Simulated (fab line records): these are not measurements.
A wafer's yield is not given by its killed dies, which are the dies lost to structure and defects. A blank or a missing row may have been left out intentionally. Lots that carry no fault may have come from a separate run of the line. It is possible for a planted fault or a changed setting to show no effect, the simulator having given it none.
Problem report, 8D (eight disciplines) form, completed by code / flow gf180mcu / the parts of the form that need people (team, actions taken, sign-off) are left out

1. THE ISSUE
Wafers free of any fault read 1197 ohm/sq (standard deviation 3.4) for LVPWELL_RS at GF_VT_IMPLANT_RS_MEAS_48, against a mean of 1170 ohm/sq on 9 wafers of 3 lots. That is -7.8 standard deviations from the usual mean.
The step: measures by four-point-probe.
First seen on wafer L226.1, day 10 09:19, on filmMetro-04. The record holds 42 wafers of 14 lots with a number at this step. The rule behind "out" and "out of limits": a value lying over 4 standard deviations away from the usual mean. Any other wafer with a number is counted as sound.

2. WHAT IT IS AND WHAT IT IS NOT
question=which readings at this step | is=LVPWELL_RS | is not=-
question=which lots | is=L226, L227, L228 | is not=L216, L217, L218, L219, L230, L231, L232, L234, L235, L238, L239
question=which wafers of those lots | is=all that have a number | is not=-
question=read on which gauges | is=filmMetro-04 | is not=filmMetro-02, filmMetro-03
question=when | is=from day 10 09:19 | is not=up to then (12 sound wafers); but 21 sound wafers of L230, L231, L232, L234, L235, L238, L239 came after

3. THE SUSPECTS, EACH WITH WHAT RULES IT OUT
Counting: a tool stays on the suspect list if, at a process step up to the reading, it processed all lots that are out and no sound lot following the first of them.
- ruled out: the gauge at GF_VT_IMPLANT_RS_MEAS_48. All the wafers that are out were read on filmMetro-04, but those of them that GF_LVPWELL_IMPLANT_08 has rows for are out there too, on other tools.
- implanter-02 at GF_LVPWELL_IMPLANT_08: kept. Every lot that is out went through it, starting with L226 (day 6 04:15), and after that it ran no sound lot; the last sound lot it ran before then is L219 (day 4 13:41). Its own beamEnergyKeV readings are out on those wafers.
After counting, what remains is implanter-02 at GF_LVPWELL_IMPLANT_08.

4. THE CAUSE (what the simulator had put in)
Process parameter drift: implanter-02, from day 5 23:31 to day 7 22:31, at GF_LVPWELL_IMPLANT_08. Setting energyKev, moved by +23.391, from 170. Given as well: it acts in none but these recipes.
Counting left only this tool.

5. SEQUENCE OF EFFECTS, ordered by route
Rows list readings where the struck wafers' mean (over those with a number) sits beyond 3 standard deviations from the usual. Scope: only readings with a usual standard deviation given in the record; hours: median across lots of the time from each lot's start at the first step in this table that gives one to its start at this step; sigmas: change in usual standard deviations.
hours=0; step=GF_LVPWELL_IMPLANT_08; reading=beamEnergyKeV; usual=170.00; on struck wafers=193.36; change=+23.36; sigmas=+99 or more
hours=102; step=GF_VT_IMPLANT_RS_MEAS_48; reading=LVPWELL_RS; usual=1197 ohm/sq; on struck wafers=1170; change=-27; sigmas=-7.8
The process steps in it:
- GF_LVPWELL_IMPLANT_08
Later measuring or inspecting steps at which every struck wafer that the step has a row for has a number for every such reading, and none has moved that far: GF_POLY_GATE_THK_MEAS_01.

6. HOW IT WOULD HAVE BEEN CAUGHT EARLIER
The first out-of-limits reading at a measuring or inspecting step in this record came at day 10 09:19, 106 hours after the fault's start at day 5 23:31.
At GF_LVPWELL_IMPLANT_08, the tool's own readings (beamEnergyKeV) were out on each struck wafer the step has a row for, so an alarm limit on them would have fired on the first such wafer.
Lots out: 3; all had begun GF_LVPWELL_IMPLANT_08 on implanter-02 by day 10 09:19. A hold on the tool at that time would have spared none of them.
